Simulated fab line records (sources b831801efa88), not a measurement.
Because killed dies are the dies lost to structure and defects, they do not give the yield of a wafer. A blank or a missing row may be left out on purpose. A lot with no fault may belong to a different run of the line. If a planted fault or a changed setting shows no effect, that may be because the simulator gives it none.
Which tool was responsible? | flow gf180mcu | Sampling: 13 lots, 39 wafers, 5 of 602 route steps

== WHAT THE GAUGES READ, wafer by wafer ==
GF_VT_IMPLANT_OVL_MEAS_18.
lot  | measured     | on         | VT_IMPLANT_01_OVL (nm)
L692 | day 6 13:32  | overlay-01 | -2.8 -2.1 -1.3
L694 | day 6 22:50  | overlay-01 | -2.5 -3.7 -0.9
L697 | day 8 01:22  | overlay-01 | 1.4 1.8 -0.2
L698 | day 8 09:23  | overlay-02 | 2.2 -0.2 -1.7
L699 | day 8 10:38  | overlay-01 | -0.6 -1.8 -1.2
L700 | day 8 17:07  | overlay-02 | -1.2 -2.6 -2.2
L701 | day 8 19:36  | overlay-02 | 0.3 0.6 0.5
L702 | day 9 08:38  | overlay-02 | 0.7 1.0 0.8
L703 | day 9 11:47  | overlay-01 | -2.1 -2.9 -2.3
L705 | day 10 04:01 | overlay-01 | -0.2 0.6 1.3
L708 | day 10 17:03 | overlay-02 | 1.4 1.1 1.3
L710 | day 11 08:58 | overlay-02 | -0.1 -1.7 -1.1
L714 | day 12 09:04 | overlay-02 | 0.7 0.6 0.3

GF_VT_IMPLANT_TW_MEAS_32.
lot  | measured     | on            | VT_IMPLANT_3_TW
L692 | day 7 05:22  | film_metro-01 | 266.6 266.9 266.1
L694 | day 7 15:36  | film_metro-01 | 268.7 266.1 266.9
L697 | day 8 18:37  | film_metro-01 | 270.6 269.9 268.4
L698 | day 9 03:02  | film_metro-03 | 267.0 267.7 267.2
L699 | day 9 03:54  | film_metro-01 | 268.3 268.8 269.7
L700 | day 9 10:34  | film_metro-03 | 267.3 268.3 265.8
L701 | day 9 13:16  | film_metro-03 | 266.2 267.8 266.6
L702 | day 10 02:07 | film_metro-01 | 268.2 268.5 268.8
L703 | day 10 06:26 | film_metro-03 | 268.4 267.3 268.5
L705 | day 10 23:04 | film_metro-01 | 269.1 269.6 268.9
L708 | day 11 11:25 | film_metro-02 | 259.8 269.5 268.4 259.4 270.1 268.7
L710 | day 12 04:08 | film_metro-03 | 269.6 270.5 270.2
L714 | day 13 04:44 | film_metro-02 | 268.5 267.9 270.7

GF_VT_IMPLANT_OVL_MEAS_40.
lot  | measured     | on         | VT_IMPLANT_03_OVL (nm)
L692 | day 7 21:05  | overlay-01 | -0.4 0.1 0.7
L694 | day 8 08:04  | overlay-01 | 1.2 2.4 2.1
L697 | day 9 12:05  | overlay-02 | 0.0 0.2 1.5
L698 | day 9 20:43  | overlay-01 | 0.5 0.4 0.0
L699 | day 9 21:28  | overlay-01 | -0.1 0.0 0.7
L700 | day 10 04:19 | overlay-01 | 1.5 2.4 1.2
L701 | day 10 06:57 | overlay-01 | 0.7 0.3 -1.1
L702 | day 10 19:16 | overlay-02 | 1.4 0.6 2.1
L703 | day 11 00:56 | overlay-01 | -2.7 -2.3 -1.7
L705 | day 11 17:46 | overlay-02 | -0.4 0.0 -0.6
L708 | day 12 06:14 | overlay-01 | 1.6 3.2 0.1
L710 | day 12 23:40 | overlay-01 | 0.8 0.8 0.4
L714 | day 14 00:59 | overlay-02 | 0.0 0.2 0.5

GF_VT_IMPLANT_RS_MEAS_49: uses a four-point probe to measure.
lot  | measured     | on            | MVPSD_RS (ohm/sq)
L692 | day 7 21:59  | film_metro-04 | 1174 1168 1172
L694 | day 8 08:55  | film_metro-04 | 1171 1167 1168
L697 | day 9 12:56  | film_metro-04 | 1170 1170 1171
L698 | day 9 21:37  | film_metro-04 | 1170 1170 1168
L699 | day 9 22:19  | film_metro-02 | 1171 1170 1168
L700 | day 10 05:13 | film_metro-03 | 1166 1168 1168
L701 | day 10 07:51 | film_metro-03 | 1167 1167 1169
L702 | day 10 20:07 | film_metro-04 | 1169 1170 1171
L703 | day 11 01:55 | film_metro-02 | 1167 1168 1167
L705 | day 11 18:39 | film_metro-03 | 1174 1173 1174
L708 | day 12 07:08 | film_metro-02 | 1166 1167 1167
L710 | day 13 00:34 | film_metro-02 | 1166 1164 1170
L714 | day 14 01:50 | film_metro-02 | 1167 1167 1168

== EACH LOT AND THE TOOL THAT RAN IT (in order: tool; ch and the chambers of the sampled wafers; start) ==
lot  | GF_VT_IMPLANT_IMPLANT_30
L692 | implanter-03 ch 0, day 7 05:08
L694 | implanter-03 ch 0, day 7 15:21
L697 | implanter-01 ch 0, day 8 18:22
L698 | implanter-03 ch 0, day 9 02:49
L699 | implanter-04 ch 0, day 9 03:39
L700 | implanter-01 ch 0, day 9 10:20
L701 | implanter-03 ch 0, day 9 13:04
L702 | implanter-03 ch 0, day 10 01:52
L703 | implanter-01 ch 0, day 10 06:11
L705 | implanter-04 ch 0, day 10 22:50
L708 | implanter-01 ch 0, day 11 11:13
L710 | implanter-04 ch 0, day 12 03:55
L714 | implanter-04 ch 0, day 13 04:20
- GF_VT_IMPLANT_IMPLANT_30

== AS READ BY THE TOOLS THEMSELVES (means over the sampled wafers that have a number; for cases with no such wafer, the mark the record gives instead) ==
The record holds no such reading with a usual standard deviation.

== THE ANSWER, worked out from the rows above alone ==
Rule: the lots themselves supply what counts as usual. The widest of any qualifying gaps counts: lots, ordered by their means at a reading, are off when they make up no more than a third of the lots, leave a main group of 4 or more, and stand apart from it by 3 or more times the standard deviation of that group's means. If all means in a main group match to the digits the tables above print for the reading, that group is not used. Also off: a lot with no number at a reading for which 4 or more lots have one. The other lots that the step has rows for count as sound. Order of review: gauges by route order, followed by the tools' own readings, for which a lot's mean as printed above is used. The first step at which some lot is off is used, and at that step the reading that is off furthest; a lot without a number counts as furthest.
None of the lots is off at any reading shown; this tells nothing.

== WHAT THE SIMULATOR PUT IN ==
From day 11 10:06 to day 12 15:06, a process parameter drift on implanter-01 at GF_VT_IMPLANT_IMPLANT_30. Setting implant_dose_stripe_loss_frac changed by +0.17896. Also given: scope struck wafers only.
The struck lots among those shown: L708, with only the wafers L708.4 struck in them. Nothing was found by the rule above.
